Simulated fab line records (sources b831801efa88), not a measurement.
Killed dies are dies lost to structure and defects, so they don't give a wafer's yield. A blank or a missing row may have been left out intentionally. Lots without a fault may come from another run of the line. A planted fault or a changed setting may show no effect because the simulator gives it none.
A single fault, viewed from 2 desks -- flow gf180mcu -- each desk has only its own numbers; what lay behind them comes last

## AT THE TOOL OWNER'S DESK: pecvd-01
The tool's own readings at GF_V5_CVD_02 (deposits SiO2 from TEOS, target thk 1450 nm, time 163.28 s): means of the sampled wafers that have a number, for each lot that ran on this tool. A lot is out of limits, marked OUT, if its mean lies more than 4 standard deviations from the usual mean; the brackets give that distance.
Columns: A = heaterPowerOuterW at GF_V5_CVD_02, usual 382 W; B = heaterPowerW at GF_V5_CVD_02, usual 648 W
lot,first seen here,A,B
L474,day 26 23:46,369,642
L476,day 27 05:59,305,586
L478,day 28 16:20,445,715
L479,day 28 20:45,409,693
L486,day 30 20:02,391,658
This desk's verdict: no lot among the 5 shows anything out of limits.

## METROLOGY DESK
Means of the sampled wafers that have a number, per lot and without regard to the tool the lot ran on: this is what the gauges read. A lot is out of limits, marked OUT, if its mean lies more than 4 standard deviations from the usual mean; the brackets give that distance.
Columns: A = MIM_ALCU_THK at GF_MIM_THK_MEAS_11, usual 201.6 nm; B = M5_OVL at GF_M5_OVL_MEAS_08, usual 0 nm; C = V5_CVD_02_THK at GF_V5_THK_MEAS_03, usual 1443 nm
lot,first seen here,A,B,C
L474,day 25 04:46,197.3,-2,1448
L475,day 25 06:35,199.8,2,1432
L476,day 25 09:37,196.1,-2,1445
L477,day 26 04:26,202.8,-4,1446
L478,day 27 00:43,200.3,-4,1439
L479,day 27 02:51,203.3,7,1352 (-5.4) OUT
L481,day 27 16:35,201.1,5,1457
L486,day 29 04:25,202.6,1,1335 (-6.4) OUT
L490,day 30 13:44,201.8,2,1444
L492,day 30 18:15,202.4,-2,1434
L494,day 31 06:49,205.1,1,1430
L495,day 31 13:19,203.3,3,1444
L496,day 32 04:35,200.3,4,1431
L497,day 32 07:07,199.0,2,1443
Finding of this desk: L479, L486 out of limits, first seen on L479 at day 28 20:52 (V5_CVD_02_THK at GF_V5_THK_MEAS_03). Within limits: L474, L475, L476, L477, L478, L481, L490, L492, L494, L495, L496, L497.

## PUT TOGETHER
L479, L486 would have let the metrology desk raise an alarm at day 28 20:52.
The desk of the tool owner found nothing out of limits.
The tool owner's desk has L479, L486 on record, within its limits.
All the named lots went through GF_V5_CVD_02 on pecvd-01.

## WHAT THE SIMULATOR HAD INSERTED
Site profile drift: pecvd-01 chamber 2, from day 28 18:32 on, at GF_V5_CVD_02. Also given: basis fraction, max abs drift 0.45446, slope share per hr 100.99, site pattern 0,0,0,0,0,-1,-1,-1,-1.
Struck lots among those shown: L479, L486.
Per desk, hours elapsed from the start of the fault to the first reading out of limits: for the metrology desk, 2.
